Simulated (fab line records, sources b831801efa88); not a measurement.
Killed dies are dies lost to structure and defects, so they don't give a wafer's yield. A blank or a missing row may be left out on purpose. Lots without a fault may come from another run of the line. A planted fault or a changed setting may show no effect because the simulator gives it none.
Which tool did it? | flow gf180mcu | 14 lots, 41 wafers sampled, at 1 step of a route of 602

WHAT THE GAUGES READ, wafer by wafer
GF_PSD_RS_MEAS_15: measures by four-point-probe.
lot  | measured     | on            | PSD_RS (ohm/sq)
L295 | day 14 12:19 | film_metro-03 | 108.88 108.65 108.95
L297 | day 15 08:20 | film_metro-03 | 108.74 108.63 108.60
L298 | day 15 16:44 | film_metro-04 | 108.53 108.58 108.54
L299 | day 16 01:03 | film_metro-04 | 108.92 108.84 108.75
L301 | day 16 20:45 | film_metro-01 | 108.38 108.74 108.26
L303 | day 17 10:54 | film_metro-03 | 108.46 108.42
L307 | day 18 19:38 | film_metro-03 | 108.30 108.73 108.42
L309 | day 19 13:55 | film_metro-04 | 108.24 108.12 108.26
L310 | day 19 19:04 | film_metro-04 | 108.55 108.52 108.47
L311 | day 20 05:22 | film_metro-01 | 108.53 108.35 108.48
L313 | day 20 23:05 | film_metro-04 | 108.62 108.58 108.77
L314 | day 21 09:26 | film_metro-03 | 108.79 108.76 108.90
L315 | day 21 17:17 | film_metro-04 | 108.08 107.90 108.28
L316 | day 21 21:17 | film_metro-01 | 108.43 108.42 108.44

WHICH TOOL RAN EACH LOT (tool, then ch and the chambers of the sampled wafers, then the start)
The record holds no process step before these readings.

WHAT THE TOOLS THEMSELVES READ (means of the sampled wafers that have a number; where no wafer has one, the mark that the record gives instead)
The record holds no such reading with a usual standard deviation.

THE ANSWER, worked out from the rows above alone
Rule: what is usual is taken from the lots themselves. Put in order of their means at a reading, lots are off if they are a third of the lots or fewer, leave a main group of 4 or more, and stand apart from it by a gap of 3 or more times the standard deviation of the main group's means; of several such gaps the widest counts. A main group whose means are all the same, to the digits that the tables above print for the reading, isn't used. A lot without any number at a reading at which 4 lots or more have one is off too. The other lots that the step has rows for count as sound. The gauges are gone through in route order, then the tools' own readings, and for those a lot's mean is taken as printed above. The first step at which some lot is off is used, and at that step the reading that is off furthest; a lot without a number counts as furthest.
No lot is off at any reading shown: from this, nothing can be told.

WHAT THE SIMULATOR HAD PUT IN
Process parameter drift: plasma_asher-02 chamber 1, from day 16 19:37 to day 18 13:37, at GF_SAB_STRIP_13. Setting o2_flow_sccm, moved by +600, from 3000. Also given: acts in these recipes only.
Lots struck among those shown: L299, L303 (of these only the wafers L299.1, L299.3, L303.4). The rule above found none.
